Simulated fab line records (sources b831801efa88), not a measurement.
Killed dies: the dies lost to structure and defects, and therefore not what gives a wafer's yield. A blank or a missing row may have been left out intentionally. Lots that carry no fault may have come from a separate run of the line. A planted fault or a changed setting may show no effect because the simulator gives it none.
fab line records	flow sfqLine
record lots=6	wafers=18	lastDay=96
route steps=325 shown M2@92 I2@103
lots with no fault: from the same line, run without faults
startH: hours from the record's first day to the start of the lot's first wafer shown	waitH: time in hours since the lot's previous step	" as in the row above	L1.1+2: several wafers, shown together as one row	- no value, or no start was given	* or withheld: withheld	< > ~ a bound
route shown NAME@n: NAME is a module with steps in the file, n the number in the route of the first one	usual: mean/standard deviation of fault-free wafers	same: alike in all rows	chamber/n: place in a boat	sites: readings site by site	_std_site: their standard deviation	_edge_site: the outer-site mean with the inner-site mean subtracted	radiusMm: how far each site lies from the wafer's centre	mask NAME#n: copy n	behind: the tool/chamber that last shaped the wafer	hold: reason for holding the lot/hours on hold/outcome of the hold	device: which transistor (n, p or np) failed to switch	end of line: the route-end tests of the same wafers	a step without rows: its recipe alone	killed: at the first sort, the dies lost to defects and structure; wafer yield is something else	map: a wafer's dies, x killed, . not, _ none there
set.NAME: the setting the step ran with; set.NAME@STEP: the setting that earlier step ran with	model.NAME: the simulator's own value behind a step, which no gauge read
a table for each step, a row for each wafer; lots at some steps of the route
services: a tool's chamber out of use, with start hour (startH, from the record's first day; less than 0 if before it), hours out, and reason
## steps
# step SFQ_TRILAYER_M2_LITHO_COAT_062
# recipe resist=BARC	spinRpm=3000	resistThkNm=62
# step SFQ_TRILAYER_M2_LITHO_COAT_057
# recipe resist=KrF	spinRpm=3000	resistThkNm=600
# step SFQ_TRILAYER_M2_LITHO_SOFTBAKE_061
# recipe tempC=withheld	timeS=withheld	resist=KrF
# step SFQ_TRILAYER_M2_LITHO_EXPOSE_058
# recipe maskId=M2	na=0.6	sourceShape=conventional	sigmaOuter=0.65	targetCdNm=500	doseMj=14.4
# step SFQ_TRILAYER_M2_LITHO_PEB_060
# recipe pebTempC=115	pebTimeS=60	resist=KrF
# step SFQ_TRILAYER_M2_LITHO_DEVELOP_059
# recipe timeS=60	resist=KrF
# step SFQ_M2_OVL_MEAS_916
# usual M2_OVL=1/5.1
lot.wafer	tool	chamber	startH	waitH	M2_OVL[nm]
L992.2	overlay-01	-	875.28	0.1	-4
L992.3	"	-	"	"	-9
L992.4	"	-	"	"	-2
L999.2	overlay-01	-	950.19	0.1	-1
L999.3	"	-	"	"	-5
L999.4	"	-	"	"	-3
L100.1	overlay-02	-	954.99	0.1	2
L100.2	"	-	"	"	5
L100.3	"	-	"	"	3
L108.3	overlay-02	-	1015.25	0.1	3
L108.5	"	-	"	"	-4
L108.6	"	-	"	"	10
L110.3	overlay-01	-	1039.17	0.1	-8
L110.4	"	-	"	"	-5
L110.5	"	-	"	"	-2
L114.1	overlay-01	-	1081.07	0.1	5
L114.2	"	-	"	"	12
L114.3	"	-	"	"	13
# step SFQ_TRILAYER_M2_BARC_OPEN_METAL_ETCH_077
# recipe maskMaterial=PR	chemistry=O2	targetDepthNm=125	target=BARC	icpW=584.8	biasW=80	pressureMtorr=10	timeS=41.7
# usual drypumpMotorCurrentA=6.0/0.32	oesProductAu=0.685/0.0041
lot.wafer	tool	chamber	startH	waitH	drypumpMotorCurrentA	oesProductAu	rfHoursCounterH
L992.2	rieMetal-03	1	875.31	0.0	5.8	0.684	7
L992.3	"	1	"	"	5.8	0.680	-
L992.4	"	0	"	"	6.3	0.684	-
L999.2	rieMetal-04	0	950.22	0.0	5.7	0.687	101
L999.3	"	1	"	"	6.3	0.687	-
L999.4	"	0	"	"	5.7	0.685	-
L100.1	rieMetal-02	1	955.02	0.0	6.0	0.687	35
L100.2	"	0	"	"	5.5	0.686	67
L100.3	"	0	"	"	5.5	0.684	-
L108.3	rieMetal-04	0	1015.29	0.0	5.7	0.682	-
L108.5	"	0	"	"	5.7	0.688	-
L108.6	"	1	"	"	6.3	0.678	-
L110.3	rieMetal-02	1	1039.22	0.0	6.0	0.694	-
L110.4	"	0	"	"	5.5	0.690	-
L110.5	"	1	"	"	6.0	0.686	-
L114.1	rieMetal-03	0	1081.11	0.0	6.3	0.682	81
L114.2	"	1	"	"	5.8	0.683	32
L114.3	"	1	"	"	5.8	0.683	-
# step SFQ_TRILAYER_M2_ETCH_METAL_ETCH_060
# recipe target=Nb	stopOn=SiO2	maskMaterial=PR	chemistry=Cl2/Ar	targetDepthNm=240	icpW=600	biasW=80	pressureMtorr=10	timeS=120
# usual drypumpMotorCurrentA=6.0/0.32	oesProductAu=0.893/0.006
lot.wafer	tool	chamber	startH	waitH	drypumpMotorCurrentA	oesProductAu	rfHoursCounterH
L992.2	rieMetal-03	1	875.37	0.0	5.8	0.889	7
L992.3	"	1	"	"	5.8	0.900	-
L992.4	"	0	"	"	6.3	0.885	-
L999.2	rieMetal-04	0	950.30	0.1	5.7	0.893	101
L999.3	"	1	"	"	6.3	0.895	-
L999.4	"	0	"	"	5.7	0.899	-
L100.1	rieMetal-02	1	955.08	0.0	6.0	0.898	35
L100.2	"	0	"	"	5.5	0.905	67
L100.3	"	0	"	"	5.4	0.895	-
L108.3	rieMetal-04	0	1015.38	0.1	5.7	0.895	-
L108.5	"	0	"	"	5.7	0.895	-
L108.6	"	1	"	"	6.4	0.889	-
L110.3	rieMetal-02	1	1039.30	0.1	6.0	0.888	-
L110.4	"	0	"	"	5.5	0.898	-
L110.5	"	1	"	"	6.0	0.891	-
L114.1	rieMetal-03	0	1081.17	0.0	6.4	0.886	81
L114.2	"	1	"	"	5.8	0.890	32
L114.3	"	1	"	"	5.8	0.888	-
# step SFQ_TRILAYER_M2_STRIP_STRIP_061
# recipe gas=O2	powerW=200	platenTempC=40	overashFraction=0.65	chemistry=O2	pressureMtorr=50
# usual drypumpMotorCurrentA=6.0/0.33	oesProductAu=0.994/0.0071
lot.wafer	tool	chamber	startH	waitH	drypumpMotorCurrentA	oesProductAu	rfHoursCounterH
L992.2	rieMetal-03	1	875.49	0.1	5.8	0.997	7
L992.3	"	1	"	"	5.8	0.981	-
L992.4	"	0	"	"	6.3	1.001	-
L999.2	rieMetal-04	0	950.47	0.1	5.7	0.988	101
L999.3	"	1	"	"	6.3	0.993	-
L999.4	"	0	"	"	5.7	0.994	-
L100.1	rieMetal-02	1	955.21	0.1	6.0	0.988	35
L100.2	"	0	"	"	5.5	0.993	67
L100.3	"	0	"	"	5.4	0.996	-
L108.3	rieMetal-04	0	1015.66	0.2	5.7	0.978	-
L108.5	"	0	"	"	5.7	0.991	-
L108.6	"	1	"	"	6.3	0.983	-
L110.3	rieMetal-02	1	1039.58	0.2	6.0	0.989	-
L110.4	"	0	"	"	5.5	0.997	-
L110.5	"	1	"	"	6.0	0.986	-
L114.1	rieMetal-03	0	1081.30	0.1	6.4	0.994	81
L114.2	"	1	"	"	5.8	0.996	32
L114.3	"	1	"	"	5.8	1.000	-
# step SFQ_TRILAYER_M2_STRIP_SOLV_CLEAN_062
# recipe chemistry=NMP	tempC=70	timeS=600
# step SFQ_TRILAYER_I2_DEP_PECVD_063
# recipe material=SiO2	tempC=150	timeS=111.11	pressureTorr=2.4	rfW=183.3	precursor=SiH4/N2O	targetThkNm=500
# usual heaterPowerW=82/17	rfFwdPowerW=182.4/0.54	throttleValvePct=24.3/0.53
lot.wafer	tool	chamber	startH	waitH	heaterPowerW	rfFwdPowerW	throttleValvePct	model.SiO2_of_TRILAYER_I2_DEP_PECVD_063.thkNm
L992.2	pecvd-02	1	876.27	0.0	61	181.4	24.3	493.8
L992.3	"	2	"	"	92	182.3	24.4	490.8
L992.4	"	0	"	"	87	181.6	24.7	510.4
L999.2	pecvd-03	2	951.46	0.0	76	212.1	23.2	512.2
L999.3	"	1	"	"	82	212.2	24.2	516.1
L999.4	"	0	"	"	51	211.7	23.6	526
L100.1	pecvd-03	2	955.98	0.0	84	211.5	23.4	524
L100.2	"	0	"	"	57	211.6	23.8	527.5
L100.3	"	1	"	"	69	212.0	24.6	525.6
L108.3	pecvd-02	2	1016.23	0.0	90	182.5	24.5	496
L108.5	"	0	"	"	79	181.9	24.5	515.5
L108.6	"	1	"	"	59	182.1	24.6	503.5
L110.3	pecvd-03	1	1040.16	0.0	93	182.2	24.6	493.3
L110.4	"	2	"	"	80	183.5	23.4	504.7
L110.5	"	1	"	"	78	182.7	24.5	498
L114.1	pecvd-02	1	1082.09	0.0	53	182.2	24.5	498.3
L114.2	"	2	"	"	88	182.7	24.6	501.4
L114.3	"	0	"	"	81	183.2	24.7	502.8
# step SFQ_TRILAYER_I2_CMP_CMP_064
# recipe material=SiO2	downForcePsi=3	platenRpm=60	padVelocityMS=0.94248
# usual motorCurrentA=10.2/0.94	timeToEndpointS=217/6.8
lot.wafer	tool	chamber	startH	waitH	motorCurrentA	timeToEndpointS
L992.3	cmp-01	2	886.59	10.3	10.8	209
L992.2	"	3	"	"	9.8	207
L992.4	"	0	"	"	9.9	224
L999.2	cmp-02	0	951.54	0.0	8.6	224
L999.4	"	2	952.54	1.0	11.8	232
L999.3	"	3	"	"	9.2	229
L100.2	cmp-01	1	956.06	0.0	10.2	232
L100.3	"	2	"	"	11.0	234
L100.1	"	0	957.56	1.5	10.5	232
L108.3	cmp-01	3	1017.31	1.0	9.5	218
L108.5	"	1	1018.31	2.0	9.9	231
L108.6	"	2	"	"	10.4	223
L110.3	cmp-02	3	1041.83	1.6	9.0	226
L110.4	"	0	"	"	8.9	229
L110.5	"	1	"	"	11.1	217
L114.1	cmp-01	1	1084.63	2.5	9.6	210
L114.3	"	2	"	"	10.2	216
L114.2	"	0	1086.13	4.0	9.6	211
## services
tool	chamber	startH	hours	kind
rieMetal-04	-	865.90	2.8	pm
cmp-01	-	881.88	4.2	pm
cmp-02	-	918.09	4.0	pm
cmp-01	-	926.32	0.4	repair
rieMetal-04	1	941.54	5.8	repair
cmp-01	-	943.88	5.4	pm
pecvd-03	-	944.08	0.5	repair
cmp-01	-	950.26	2.6	repair
pecvd-03	2	960.24	7.8	repair
rieMetal-02	-	968.01	1.4	pm
cmp-02	-	971.48	2.3	repair
pecvd-02	-	990.02	0.7	repair
rieMetal-02	-	996.50	14.6	pm
pecvd-02	-	996.58	0.4	repair
cmp-02	-	1005.30	3.9	repair
cmp-01	-	1005.55	3.5	repair
pecvd-02	-	1006.70	0.8	pm
pecvd-02	-	1045.16	1.0	repair
rieMetal-03	-	1047.43	14.0	repair
cmp-01	-	1059.62	10.0	repair
cmp-02	-	1072.80	0.6	repair
rieMetal-04	0	1073.56	-	clean
rieMetal-04	0	1073.56	35.8	scheduledDown
cmp-02	-	1074.82	1.1	repair
## key
firstSign step=SFQ_TRILAYER_I2_DEP_PECVD_063	reading=rfFwdPowerW	direction=up	sigmas=54	usual=182.4	struck=211.8
effect none on later readings
modelEffect step=SFQ_TRILAYER_I2_DEP_PECVD_063	value=SiO2_of_TRILAYER_I2_DEP_PECVD_063.thkNm	without=499.3	struck=521.9
metAt SFQ_TRILAYER_I2_DEP_PECVD_063
struckWafers L999.2,L999.3,L999.4,L100.1,L100.2,L100.3
fault kind=processParameterDrift	tool=pecvd-03	chamber=-	onsetH=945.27	steps=SFQ_TRILAYER_I2_DEP_PECVD_063	channel=rfW	offset=29.328	shape=step	endH=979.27	actsIn=theseRecipesOnly	stated=183.3
